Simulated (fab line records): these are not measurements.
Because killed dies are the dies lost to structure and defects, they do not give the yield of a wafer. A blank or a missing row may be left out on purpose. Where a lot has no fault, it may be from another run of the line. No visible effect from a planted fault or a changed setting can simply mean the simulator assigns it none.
Which of the tools did it? -- flow gf180mcu -- Sampling: 13 lots, 38 wafers, 5 of 602 route steps

## WHAT EACH GAUGE READ, for each wafer
GF_V4_BOW_MEAS_05.
lot,measured,on,V4_BOW (um)
L551,day 23 07:26,film metro-03,146 150 141
L552,day 23 11:51,film metro-03,140 140 140
L553,day 24 03:46,film metro-04,130 142 142
L557,day 25 15:46,film metro-03,127 139 140
L564,day 28 08:17,film metro-04,133 143
L566,day 28 14:38,film metro-04,134 128 135
L567,day 28 18:14,film metro-03,114 128 129
L568,day 28 22:25,film metro-04,132 133 129
L569,day 29 07:57,film metro-03,131 121 122
L570,day 29 12:59,film metro-04,140 126 141
L571,day 29 20:14,film metro-03,136 133 144
L573,day 30 10:38,film metro-03,129 136 137
L574,day 30 15:10,film metro-01,136 132 152

GF_V4_CD_MEAS_14: the cd target is 260 nm.
lot,measured,on,cd nm (nm)
L551,day 24 05:41,cd sem-02,258.0 258.7 258.5
L552,day 24 10:02,cd sem-02,260.2 259.3 259.9
L553,day 25 01:20,cd sem-01,260.4 258.4 259.4
L557,day 26 12:24,cd sem-02,256.1 258.1 258.6
L564,day 29 03:16,cd sem-02,260.0 259.1
L566,day 29 09:49,cd sem-01,258.5 258.6 258.9
L567,day 29 13:11,cd sem-01,260.1 260.1 259.7
L568,day 29 17:13,cd sem-01,262.0 261.3 262.2
L569,day 30 02:00,cd sem-01,258.3 258.7 258.0
L570,day 30 07:22,cd sem-01,259.3 259.9 259.0
L571,day 30 14:49,cd sem-01,259.8 259.5 260.0
L573,day 31 04:52,cd sem-02,262.7 262.6 261.5
L574,day 31 08:21,cd sem-01,261.0 260.9 263.1

GF_TOP_METAL_OVL_MEAS_15.
lot,measured,on,TOP_METAL_OVL (nm)
L551,day 27 23:38,overlay-02,0.4 1.1 1.4
L552,day 28 03:13,overlay-02,-1.1 0.5 0.1
L553,day 28 15:02,overlay-02,-2.4 -0.3 0.6
L557,day 29 23:46,overlay-02,-0.3 -0.8 -1.2
L564,day 32 07:57,overlay-02,0.2 -0.8
L566,day 32 14:25,overlay-01,-2.0 -2.9 -1.1
L567,day 32 17:19,overlay-01,-4.8 -2.1 -2.9
L568,day 32 21:30,overlay-01,-0.1 0.9 0.6
L569,day 33 04:33,overlay-02,1.4 1.6 2.6
L570,day 33 09:02,overlay-02,-0.8 -3.1 -2.0
L571,day 33 15:54,overlay-02,-1.1 -1.0 -2.0
L573,day 34 03:23,overlay-01,1.7 -0.6 2.2
L574,day 34 07:11,overlay-01,0.6 2.2 1.0

## WHAT TOOL EACH LOT RAN ON (gives the tool, then ch and the chambers of the sampled wafers, and finally the start)
lot,GF_V2_COAT_09,GF_V2_STRIP_18
L551,"litho track-02 ch 0, day 19 13:00","plasma asher-01 ch 0,1, day 20 02:03"
L552,"litho track-02 ch 0, day 19 19:00","plasma asher-02 ch 0,1, day 20 07:42"
L553,"litho track-02 ch 0, day 20 12:00","plasma asher-03 ch 0, day 21 00:21"
L557,"litho track-03 ch 0, day 22 02:00","plasma asher-01 ch 0,1, day 22 14:37"
L564,"litho track-02 ch 0, day 25 02:00","plasma asher-02 ch 0, day 25 13:14"
L566,"litho track-03 ch 0, day 25 08:00","plasma asher-01 ch 0,1, day 25 19:45"
L567,"litho track-04 ch 0, day 25 13:00","plasma asher-02 ch 0,1, day 26 00:06"
L568,"litho track-03 ch 0, day 25 18:00","plasma asher-03 ch 0,1, day 26 04:50"
L569,"litho track-03 ch 0, day 26 04:00","plasma asher-02 ch 0,1, day 26 14:55"
L570,"litho track-04 ch 0, day 26 10:00","plasma asher-03 ch 0,1, day 26 21:26"
L571,"litho track-04 ch 0, day 26 17:00","plasma asher-03 ch 1, day 27 04:08"
L573,"litho track-04 ch 0, day 27 10:00","plasma asher-01 ch 0,1, day 27 20:54"
L574,"litho track-04 ch 0, day 27 15:00","plasma asher-02 ch 0,1, day 28 01:20"
- GF_V2_COAT_09: resist thk 1000 nm.
- GF_V2_STRIP_18: strips in O2/N2.

## WHAT THE TOOLS THEMSELVES READ (means of the sampled wafers that have a number; where no wafer has one, the mark that the record gives instead)
GF_V2_COAT_09.
lot,tool,chill plate temp C (C)
L551,litho track-02,23.01
L552,litho track-02,22.86
L553,litho track-02,22.91
L557,litho track-03,22.81
L564,litho track-02,22.94
L566,litho track-03,23.14
L567,litho track-04,23.08
L568,litho track-03,23.05
L569,litho track-03,23.04
L570,litho track-04,23.00
L571,litho track-04,22.96
L573,litho track-04,22.99
L574,litho track-04,23.00

GF_V2_STRIP_18.
lot,tool,drypump motor current A (A),heater power w (W),oes product au (a.u.)
L551,plasma asher-01,5.3,357,0.599
L552,plasma asher-02,5.9,332,0.590
L553,plasma asher-03,4.7,356,0.588
L557,plasma asher-01,5.3,351,0.595
L564,plasma asher-02,6.7,326,0.607
L566,plasma asher-01,5.3,338,0.589
L567,plasma asher-02,6.3,328,0.592
L568,plasma asher-03,4.8,331,0.588
L569,plasma asher-02,6.3,327,0.596
L570,plasma asher-03,4.8,346,0.593
L571,plasma asher-03,4.9,322,0.598
L573,plasma asher-01,5.3,354,0.592
L574,plasma asher-02,6.3,331,0.596

## THE ANSWER, worked out from the rows above alone
Rule: what is usual is taken from the lots themselves. Put in order of their means at a reading, lots are off if they are a third of the lots or fewer, leave a main group of 4 or more, and stand apart from it by a gap of 3 or more times the standard deviation of the main group's means; of several such gaps the widest counts. If all means in a main group match to the digits the tables above print for the reading, that group is not used. A lot without any number at a reading at which 4 lots or more have one is off too. All remaining lots with rows at the step are treated as sound. Order of review: gauges by route order, followed by the tools' own readings, for which a lot's mean as printed above is used. At the first step where some lot is off, the reading lying furthest off is the one used; lots without a number count as furthest.
Across all readings shown, no lot is off: no conclusion can be drawn from this.

## WHAT HAD BEEN PUT IN BY THE SIMULATOR
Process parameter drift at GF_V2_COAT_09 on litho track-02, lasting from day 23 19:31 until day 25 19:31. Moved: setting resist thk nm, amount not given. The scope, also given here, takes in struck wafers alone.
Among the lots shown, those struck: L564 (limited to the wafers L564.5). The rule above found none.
